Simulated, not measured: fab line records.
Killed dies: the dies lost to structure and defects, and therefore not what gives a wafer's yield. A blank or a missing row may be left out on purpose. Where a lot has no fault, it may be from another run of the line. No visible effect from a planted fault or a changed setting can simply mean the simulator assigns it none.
Check for tools in common | flow sky130 | Lots sampled 14, wafers sampled 42

== WHY THIS WAS OPENED ==
Of 14 lots, 2 have the reading LDD_HVP_TW flagged at SKY_LDD_HVP_TW_MEAS_10. Wafers without a fault read 458, standard deviation 4.6.
Rule: a lot is flagged in two cases, either no wafer of it has a number, or all its wafers with numbers fall more than 4 standard deviations from that mean. As for the other lots, they are considered sound.

lot  | measured     | on            | LDD_HVP_TW, wafer by wafer | flag
L952 | day 22 01:20 | film metro-02 | 464 465 463                |
L953 | day 22 17:47 | film metro-04 | 457 458 456                |
L954 | day 23 04:31 | film metro-03 | 455 456 455                |
L955 | day 23 10:23 | film metro-04 | 30 30 30                   | FLAGGED
L956 | day 23 22:51 | film metro-04 | 30 30 30                   | FLAGGED
L959 | day 25 08:32 | film metro-03 | 456 456 453                |
L965 | day 27 08:47 | film metro-04 | 454 454 455                |
L966 | day 27 11:32 | film metro-02 | 466 465 465                |
L967 | day 27 22:59 | film metro-04 | 454 454 456                |
L968 | day 28 05:57 | film metro-03 | 454 456 456                |
L969 | day 28 21:01 | film metro-04 | 455 454 455                |
L970 | day 29 05:54 | film metro-04 | 456 459 458                |
L971 | day 29 09:01 | film metro-02 | 463 466 464                |
L972 | day 29 15:26 | film metro-02 | 466 466 465                |
The mean of the flagged lots' numbers is 30, -428 from the usual (-93 standard deviations).

== WHICH TOOL EACH LOT WENT THROUGH ==
The record keeps 1 process step preceding the reading, out of 708 steps on the route. Each cell gives the tool, then ch followed by the chambers the sampled wafers passed through, then the start.
lot  | flag    | SKY_LDD_HVP_IMPLANT_08
L952 |         | implanter-03 ch 0, day 22 01:05
L953 |         | implanter-01 ch 0, day 22 17:33
L954 |         | implanter-03 ch 0, day 23 04:13
L955 | FLAGGED | implanter-01, day 23 10:08
L956 | FLAGGED | implanter-04, day 23 22:38
L959 |         | implanter-03 ch 0, day 25 08:18
L965 |         | implanter-04 ch 0, day 27 08:32
L966 |         | implanter-04 ch 0, day 27 11:17
L967 |         | implanter-03 ch 0, day 27 22:44
L968 |         | implanter-03 ch 0, day 28 05:44
L969 |         | implanter-03 ch 0, day 28 20:46
L970 |         | implanter-04 ch 0, day 29 05:41
L971 |         | implanter-04 ch 0, day 29 08:46
L972 |         | implanter-03 ch 0, day 29 15:11
What these steps do:
- SKY_LDD_HVP_IMPLANT_08
- SKY_LDD_HVP_TW_MEAS_10

== FLAGGED OVER TOTAL, TOOL BY TOOL (the gauges that took the reading come last) ==
step                   | tool          | lots run | flagged | share of the flagged lots | sound lots run after its first flagged lot
SKY_LDD_HVP_IMPLANT_08 | implanter-01  | 2        | 1       | some                      | 0
SKY_LDD_HVP_IMPLANT_08 | implanter-03  | 7        | 0       | none                      | -
SKY_LDD_HVP_IMPLANT_08 | implanter-04  | 5        | 1       | some                      | 4 (L965,L966,L970,L971)
SKY_LDD_HVP_TW_MEAS_10 | film metro-02 | 4        | 0       | none                      | -
SKY_LDD_HVP_TW_MEAS_10 | film metro-03 | 3        | 0       | none                      | -
SKY_LDD_HVP_TW_MEAS_10 | film metro-04 | 7        | 2       | all                       | 4 (L965,L967,L969,L970)

== WHAT THE TABLE ALLOWS ==
In the table, 1 row covers all flagged lots: film metro-04 at SKY_LDD_HVP_TW_MEAS_10.
- film metro-04 at SKY_LDD_HVP_TW_MEAS_10: 2 of its 7 lots flagged. Sound lots ran on it after the first flagged one (L965, L967, L969, L970), which a lasting fault on the whole tool wouldn't allow.
Every row of the table either missed a flagged lot or ran a sound lot after the first.

== WHAT HAD BEEN PUT IN BY THE SIMULATOR ==
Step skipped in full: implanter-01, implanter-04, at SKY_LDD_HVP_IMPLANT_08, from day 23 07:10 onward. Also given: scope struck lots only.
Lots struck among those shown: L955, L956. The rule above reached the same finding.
